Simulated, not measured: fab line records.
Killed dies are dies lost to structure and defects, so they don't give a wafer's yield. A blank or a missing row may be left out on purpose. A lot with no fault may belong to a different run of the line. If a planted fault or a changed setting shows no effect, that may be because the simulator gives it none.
fab line records | flow sky130
record lots=5 | wafers=15 | last-day=49
route steps=708 shown PWDE@48 NWELL@56 PAD_OPEN@708
lots that met no fault: taken from a fault-free run of the same line
start-h: start of the lot's first displayed wafer, in hours after the record's first day | wait-h: hours elapsed since this lot's preceding step | " unchanged from the row above | L1.1+2: a single row standing in for several wafers | - no value, or no start given | * or withheld: withheld | < > ~ a bound
route shown NAME@n: NAME is a module with steps in the file, n the number in the route of the first one | usual: average and standard deviation across the fault-free wafers | same: alike in all rows | chamber/n: place in a boat | sites: readings site by site | _std_site: standard deviation across them | _edge_site: mean of outer sites minus mean of inner sites | radius-mm: for every site, how far away it sits from the centre of the wafer | mask NAME#n: copy n | behind: the tool/chamber that last shaped the wafer | hold: reason for holding the lot/hours on hold/outcome of the hold | device: the n, p or np transistor that did not switch | end of line: the tests these same wafers got at the end of their route | a step without rows: its recipe alone | killed: dies that structure and defects cost at the first sort, which is not the same as the wafer's yield | map: shows each die of a wafer: x if killed, . if not, _ if none is there
set.NAME: the setting the step ran with; set.NAME@STEP: the setting that earlier step ran with | model.NAME: the simulator's own value behind a step, which no gauge read
lots at some steps of the route; a table a step, a row a wafer
services: the hour from which a tool's chamber was out of use, counted from the record's first day as start-h (under 0 if before that day), plus the number of hours and why
## steps
# step SKY_PWDE_SOFTBAKE_03
# recipe temp-c=110 | time-s=withheld
# step SKY_PWDE_EXPOSE_04
# recipe mask-id=PWDEM | na=0.6 | source-shape=conventional | sigma-outer=0.6 | polarization=unpolarized | target-cd-nm=840 | dose-mj=214
# step SKY_PWDE_PEB_05
# recipe temp-c=115 | time-s=withheld
# step SKY_PWDE_DEVELOP_06
# recipe wall-angle-deg=90 | developer=TMAH | develop-time-s=60 | dev-temp-c=23
# step SKY_PWDE_OVL_MEAS_07
# usual PWDE_OVL=0.0/1.1
lot.wafer | tool       | chamber | start-h | wait-h | PWDE_OVL[nm]
L986.1    | overlay-01 | -       | 91.00   | -      | -1.0
L986.2    | "          | -       | "       | "      | 0.4
L986.3    | "          | -       | "       | "      | 1.1
L988.2    | overlay-02 | -       | 97.60   | -      | -1.7
L988.3    | "          | -       | "       | "      | -2.4
L988.5    | "          | -       | "       | "      | -1.9
L996.1    | overlay-02 | -       | 137.98  | -      | 0.9
L996.4    | "          | -       | "       | "      | -0.5
L996.5    | "          | -       | "       | "      | 1.9
L999.1    | overlay-02 | -       | 159.23  | -      | 0.7
L999.2    | "          | -       | "       | "      | -0.6
L999.5    | "          | -       | "       | "      | 0.8
L100.1    | overlay-02 | -       | 165.48  | -      | -1.1
L100.3    | "          | -       | "       | "      | 0.0
L100.6    | "          | -       | "       | "      | -0.9
# step SKY_PWDE_IMPLANT_08
# recipe species=B | energy-kev=150 | dose-cm2=3.6e+12 | tilt-deg=withheld
# step SKY_PWDE_STRIP_09
# recipe chemistry=O2/N2 | power-w=1400 | pressure-mtorr=1500 | platen-temp-c=withheld | o2-flow-sccm=3000 | n2-flow-sccm=300 | overash-fraction=0.5
# usual drypump-motor-current-A=5.5/0.39 | oes-product-au=0.722/0.0048 | strip-time-to-endpoint-s=36.94/0.094
# same overash-fraction=0.5
lot.wafer | tool            | chamber | start-h | wait-h | drypump-motor-current-A | oes-product-au | rf-hours-counter-h | strip-time-to-endpoint-s
L986.1    | plasma-asher-01 | 1       | 91.18   | 0.1    | 5.3                     | 0.728          | 27                 | 36.97
L986.2    | "               | 0       | "       | "      | 5.6                     | 0.726          | 27                 | 36.89
L986.3    | "               | 0       | "       | "      | 5.7                     | 0.720          | -                  | 36.89
L988.2    | plasma-asher-02 | 1       | 97.78   | 0.1    | 6.0                     | 0.727          | 39                 | 36.98
L988.3    | "               | 0       | "       | "      | 5.8                     | 0.724          | -                  | 36.91
L988.5    | "               | 0       | "       | "      | 5.8                     | 0.729          | -                  | 37.05
L996.1    | plasma-asher-04 | 1       | 138.17  | 0.1    | 4.9                     | 0.725          | 43                 | 36.87
L996.4    | "               | 0       | "       | "      | 5.6                     | 0.727          | -                  | 36.91
L996.5    | "               | 0       | "       | "      | 5.6                     | 0.722          | -                  | 36.92
L999.1    | plasma-asher-02 | 0       | 159.42  | 0.1    | 5.8                     | 0.717          | 45                 | 37.13
L999.2    | "               | 1       | "       | "      | 6.0                     | 0.722          | 45                 | 37.06
L999.5    | "               | 1       | "       | "      | 6.0                     | 0.721          | -                  | 37.11
L100.1    | plasma-asher-04 | 0       | 165.67  | 0.1    | 5.6                     | 0.723          | 46                 | 36.84
L100.3    | "               | 0       | "       | "      | 5.6                     | 0.720          | -                  | 36.81
L100.6    | "               | 1       | "       | "      | 4.9                     | 0.722          | -                  | 36.90
# step SKY_PWDE_TW_MEAS_10
# usual PWDE_TW=371/3.9
lot.wafer | tool          | chamber | start-h | wait-h | PWDE_TW
L986.1    | film-metro-04 | -       | 91.28   | 0.1    | 376
L986.2    | "             | -       | "       | "      | 377
L986.3    | "             | -       | "       | "      | 376
L988.2    | film-metro-04 | -       | 97.89   | 0.1    | 375
L988.3    | "             | -       | "       | "      | 375
L988.5    | "             | -       | "       | "      | 376
L996.1    | film-metro-04 | -       | 138.27  | 0.1    | 375
L996.4    | "             | -       | "       | "      | 374
L996.5    | "             | -       | "       | "      | 375
L999.1    | film-metro-01 | -       | 159.52  | 0.1    | 371
L999.2    | "             | -       | "       | "      | 368
L999.5    | "             | -       | "       | "      | 370
L100.1    | film-metro-03 | -       | 165.77  | 0.1    | 367
L100.3    | "             | -       | "       | "      | 366
L100.6    | "             | -       | "       | "      | 366
# step SKY_NWELL_DEHYDRATE_03
# recipe temp-c=200 | time-s=60
# step SKY_NWELL_HMDS_04
# recipe prime-time-s=60 | prime-temp-c=120
# step SKY_NWELL_COAT_05
# recipe spin-rpm=2000 | resist-thk-nm=3000
# step SKY_NWELL_SOFTBAKE_06
# recipe temp-c=110 | time-s=withheld
# step SKY_NWELL_EXPOSE_07
# recipe mask-id=NWM | na=0.6 | source-shape=conventional | sigma-outer=0.6 | polarization=unpolarized | target-cd-nm=840 | dose-mj=255
lot.wafer  | tool             | chamber | start-h | wait-h | mask
L986.1+2+3 | iline-stepper-02 | 0       | 101.13  | -      | HVTPM#0
L988.2+3+5 | iline-stepper-02 | 0       | 107.63  | -      | NWM#0
L996.1+4+5 | iline-stepper-01 | 0       | 148.22  | -      | NWM#0
L999.1+2+5 | iline-stepper-02 | 0       | 169.86  | -      | NWM#0
L100.1+3+6 | iline-stepper-02 | 0       | 176.35  | -      | NWM#0
# step SKY_NWELL_PEB_08
# recipe temp-c=115 | time-s=withheld
# step SKY_NWELL_DEVELOP_09
# recipe wall-angle-deg=90 | developer=TMAH | develop-time-s=60 | dev-temp-c=23
# step SKY_NWELL_OVL_MEAS_10
# usual NWELL_00_OVL=0.8/1.3
lot.wafer | tool       | chamber | start-h | wait-h | NWELL_00_OVL[nm]
L986.1    | overlay-01 | -       | 110.59  | -      | -
L986.2    | "          | -       | "       | "      | -
L986.3    | "          | -       | "       | "      | -
L988.2    | overlay-02 | -       | 116.84  | -      | 2.3
L988.3    | "          | -       | "       | "      | 0.7
L988.5    | "          | -       | "       | "      | 0.5
L996.1    | overlay-01 | -       | 157.48  | -      | 1.1
L996.4    | "          | -       | "       | "      | 0.5
L996.5    | "          | -       | "       | "      | 0.8
L999.1    | overlay-01 | -       | 180.20  | -      | 0.7
L999.2    | "          | -       | "       | "      | 1.8
L999.5    | "          | -       | "       | "      | 0.2
L100.1    | overlay-02 | -       | 187.04  | -      | -1.0
L100.3    | "          | -       | "       | "      | 0.7
L100.6    | "          | -       | "       | "      | 1.8
# step SKY_NWELL_IMPLANT_11
# recipe species=P | energy-kev=400 | dose-cm2=1.9e+13 | tilt-deg=withheld
# step SKY_NWELL_IMPLANT_12
# recipe species=P | energy-kev=120 | dose-cm2=1.3e+12 | tilt-deg=withheld
# step SKY_NWELL_IMPLANT_13
# recipe species=P | energy-kev=50 | dose-cm2=7e+11 | tilt-deg=withheld
# step SKY_NWELL_STRIP_14
# recipe chemistry=O2/N2 | power-w=1400 | pressure-mtorr=1500 | platen-temp-c=withheld | o2-flow-sccm=3000 | n2-flow-sccm=300 | overash-fraction=0.5
# usual drypump-motor-current-A=5.86/0.29 | oes-product-au=0.722/0.0047 | strip-time-to-endpoint-s=36.90/0.11
# same overash-fraction=0.5
lot.wafer | tool            | chamber | start-h | wait-h | drypump-motor-current-A | oes-product-au | rf-hours-counter-h | strip-time-to-endpoint-s
L986.1    | plasma-asher-01 | 0       | 111.12  | 0.1    | 5.69                    | 0.720          | 28                 | 37.00
L986.2    | "               | 1       | "       | "      | 5.32                    | 0.723          | 28                 | 37.13
L986.3    | "               | 1       | "       | "      | 5.33                    | 0.723          | -                  | 37.10
L988.2    | plasma-asher-01 | 0       | 117.32  | 0.1    | 5.70                    | 0.723          | 29                 | 36.88
L988.3    | "               | 0       | "       | "      | 5.72                    | 0.720          | -                  | 36.82
L988.5    | "               | 0       | "       | "      | 5.72                    | 0.725          | -                  | 36.79
L996.1    | plasma-asher-03 | 0       | 157.97  | 0.1    | 6.22                    | 0.722          | 4                  | 36.87
L996.4    | "               | 0       | "       | "      | 6.23                    | 0.726          | -                  | 36.91
L996.5    | "               | 1       | "       | "      | 6.20                    | 0.723          | -                  | 36.91
L999.1    | plasma-asher-01 | 1       | 180.69  | 0.1    | 5.33                    | 0.722          | 35                 | 36.82
L999.2    | "               | 0       | "       | "      | 5.65                    | 0.720          | 35                 | 36.76
L999.5    | "               | 0       | "       | "      | 5.70                    | 0.729          | -                  | 36.72
L100.1    | plasma-asher-02 | 0       | 187.52  | 0.1    | 5.79                    | 0.717          | 48                 | 36.98
L100.3    | "               | 0       | "       | "      | 5.77                    | 0.719          | -                  | 37.07
L100.6    | "               | 0       | "       | "      | 5.78                    | 0.714          | -                  | 36.96
# step SKY_NWELL_TW_MEAS_15
# usual NWELL_TW=1806/19
lot.wafer | tool          | chamber | start-h | wait-h | NWELL_TW
L986.1    | film-metro-04 | -       | 111.22  | 0.1    | 30
L986.2    | "             | -       | "       | "      | 30
L986.3    | "             | -       | "       | "      | 30
L988.2    | film-metro-04 | -       | 117.43  | 0.1    | 1818
L988.3    | "             | -       | "       | "      | 1819
L988.5    | "             | -       | "       | "      | 1826
L996.1    | film-metro-03 | -       | 158.07  | 0.1    | 1800
L996.4    | "             | -       | "       | "      | 1786
L996.5    | "             | -       | "       | "      | 1801
L999.1    | film-metro-01 | -       | 180.79  | 0.1    | 1807
L999.2    | "             | -       | "       | "      | 1813
L999.5    | "             | -       | "       | "      | 1810
L100.1    | film-metro-04 | -       | 187.68  | 0.1    | 1815
L100.3    | "             | -       | "       | "      | 1821
L100.6    | "             | -       | "       | "      | 1815
# step SKY_NWELL_DEHYDRATE_16
# recipe temp-c=200 | time-s=60
# step SKY_PAD_OPEN_PROBE_99
# usual killed_at_M0_to_M3=43/7.8 | killed_at_M4_up=3.2/1.9 | killed-at-contacts=24/5 | killed-at-front-end=14/4.5 | killed-at-other=0.2/0.41 | killed-dies=84/9.6 | killed-on-rim=17/3.8 | killed-open=47/6.9 | killed-short=38/6
# same gross-dies=492 | killed-at-back-side=0
lot.wafer | tool      | chamber | start-h | wait-h | killed_at_M0_to_M3 | killed_at_M4_up | killed-at-contacts | killed-at-front-end | killed-at-other | killed-dies | killed-on-rim | killed-open | killed-short
L986.1    | prober-01 | -       | 1105.22 | 0.1    | 43                 | 3               | 28                 | 418                 | 0               | 492         | 96            | 44          | 44
L986.2    | prober-01 | -       | 1105.27 | 0.1    | 36                 | 4               | 18                 | 433                 | 1               | 492         | 96            | 40          | 34
L986.3    | prober-01 | -       | 1105.32 | 0.2    | 41                 | 1               | 24                 | 426                 | 0               | 492         | 96            | 42          | 36
L996.1    | prober-02 | -       | 1155.70 | 0.1    | 40                 | 3               | 21                 | 13                  | 0               | 77          | 21            | 41          | 36
L996.4    | prober-02 | -       | 1155.85 | 0.2    | 25                 | 3               | 21                 | 11                  | 1               | 61          | 9             | 32          | 29
L996.5    | prober-02 | -       | 1155.90 | 0.2    | 44                 | 5               | 21                 | 8                   | 0               | 78          | 14            | 42          | 36
# killed by level:class
L986.1 NWELL:area-expose=404 VIA1:geometric-particle:open=10 VIA2:geometric-particle:open=9 LI_CONTACT:geometric-particle:open=8 CONTACT:geometric-particle:short=8 VIA1:geometric-particle:short=5 LI_CONTACT:geometric-particle:short=4 CONTACT:geometric-particle:open=4
L986.2 NWELL:area-expose=418 VIA1:geometric-particle:short=7 LI_CONTACT:geometric-particle:open=6 VIA3:geometric-particle:open=6 CONTACT:geometric-particle:open=5 VIA2:geometric-particle:open=5 METAL1:geometric-particle:short=4 METAL2:geometric-particle:short=4
L986.3 NWELL:area-expose=414 CONTACT:geometric-particle:open=14 VIA1:geometric-particle:open=8 METAL2:geometric-particle:short=6 VIA1:geometric-particle:short=6 CONTACT:geometric-particle:short=5 VIA2:geometric-particle:open=5 VIA3:geometric-particle:short=5
L996.1 VIA2:geometric-particle:open=11 VIA1:geometric-particle:open=8 LI_CONTACT:geometric-particle:open=7 FIELD_ISO:geometric-particle:short=6 CONTACT:geometric-particle:open=5 METAL1:geometric-particle:short=5 FIELD_ISO:geometric-particle:open=4 VIA2:geometric-particle:short=4
L996.4 CONTACT:geometric-particle:open=10 METAL1:geometric-particle:short=6 CONTACT:geometric-particle:short=4 VIA2:geometric-particle:open=4 VIA3:geometric-particle:open=4 SONOS_ONO:geometric-particle:open=3 SPACER:geometric-particle:short=3 LOCAL_INTERCONNECT:geometric-particle:open=3
L996.5 METAL2:geometric-particle:short=9 VIA1:geometric-particle:open=9 VIA3:geometric-particle:open=8 LI_CONTACT:geometric-particle:open=7 CONTACT:geometric-particle:open=6 VIA1:geometric-particle:short=6 VIA2:geometric-particle:open=4 METAL4:geometric-particle:short=4
# map L986.1 (x killed, . not)
__________xxxxxxxxxx_________
________xxxxxxxxxxxxxx_______
______xxxxxxxxxxxxxxxxxx_____
_____xxxxxxxxxxxxxxxxxxxx____
____xxxxxxxxxxxxxxxxxxxxxx___
___xxxxxxxxxxxxxxxxxxxxxxxx__
__xxxxxxxxxxxxxxxxxxxxxxxxxx_
_xxxxxxxxxxxxxxxxxxxxxxxxxxxx
_xxxxxxxxxxxxxxxxxxxxxxxxxxxx
_xxxxxxxxxxxxxxxxxxxxxxxxxxxx
_xxxxxxxxxxxxxxxxxxxxxxxxxxxx
_xxxxxxxxxxxxxxxxxxxxxxxxxxxx
_xxxxxxxxxxxxxxxxxxxxxxxxxxxx
_xxxxxxxxxxxxxxxxxxxxxxxxxxxx
_xxxxxxxxxxxxxxxxxxxxxxxxxxxx
__xxxxxxxxxxxxxxxxxxxxxxxxxx_
___xxxxxxxxxxxxxxxxxxxxxxxx__
____xxxxxxxxxxxxxxxxxxxxxx___
_____xxxxxxxxxxxxxxxxxxxx____
______xxxxxxxxxxxxxxxxxx_____
________xxxxxxxxxxxxxx_______
__________xxxxxxxxxx_________
# map L100.1 (x killed, . not)
__________......x..._________
________..x...x.x...x._______
______.x.x......x.x....x_____
_____x........x.x....xxx.____
____..........x..x........___
___.x....x.x....x......x...__
__.x.x.........x...x........_
_xxx.........x..x.x.....x....
_......x.x...x...x........x..
_x.x.x..xxxxx......x...x.....
_.x......x.....x.............
_...x.x.......xxx............
_.x..........xxx..x......x..x
_.x....xx...............x....
_.x...x..........x.x..x......
__...x.x.....x.x...........x_
___.x.xx...x.x..x..........__
____x...x.......x.....x..x___
_____.x.x.......x...x...x____
______..xx..x..........._____
________........x...xx_______
__________x.x.....x._________
## services
tool             | chamber | start-h | hours | kind
iline-stepper-02 | -       | 71.91   | 1.7   | pm
iline-stepper-02 | -       | 78.03   | 1.3   | repair
plasma-asher-01  | -       | 86.45   | 2.0   | repair
plasma-asher-03  | -       | 108.75  | 9.0   | pm
plasma-asher-03  | 0       | 108.75  | 9.0   | vent-cycle
plasma-asher-03  | 1       | 108.75  | 9.0   | vent-cycle
plasma-asher-03  | 0       | 117.75  | -     | clean
plasma-asher-03  | 1       | 117.75  | -     | clean
iline-stepper-01 | -       | 164.69  | 25.0  | repair
## key
first-sign step=SKY_NWELL_EXPOSE_07 | reading=mask | direction=changed
effect step=SKY_NWELL_OVL_MEAS_10 | reading=NWELL_00_OVL | direction=missing
effect step=SKY_NWELL_TW_MEAS_15 | reading=NWELL_TW | direction=down | sigmas=96 | usual=1806 | struck=30
effect step=SKY_PAD_OPEN_PROBE_99 | reading=killed-at-front-end | direction=up | sigmas=91 | usual=14 | struck=426
more-kills-born-at SKY_NWELL_EXPOSE_07@iline-stepper-02=1236
met-at SKY_NWELL_EXPOSE_07
struck-wafers L986.1,L986.2,L986.3
tester-left-out L986
fault kind=wrong-mask | tool=any | chamber=- | onset-h=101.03 | steps=SKY_NWELL_EXPOSE_07 | aux-copy=HVTPM#0 | scope=struck-lots-only
# tester-left-out: of these lots the tester's yield and bins aren't shown, on N5 and GAA mostly nor the transistor test; their killed dies are dies lost to structure and defects alone, not to doping, threshold or leakage, so they don't give the yield
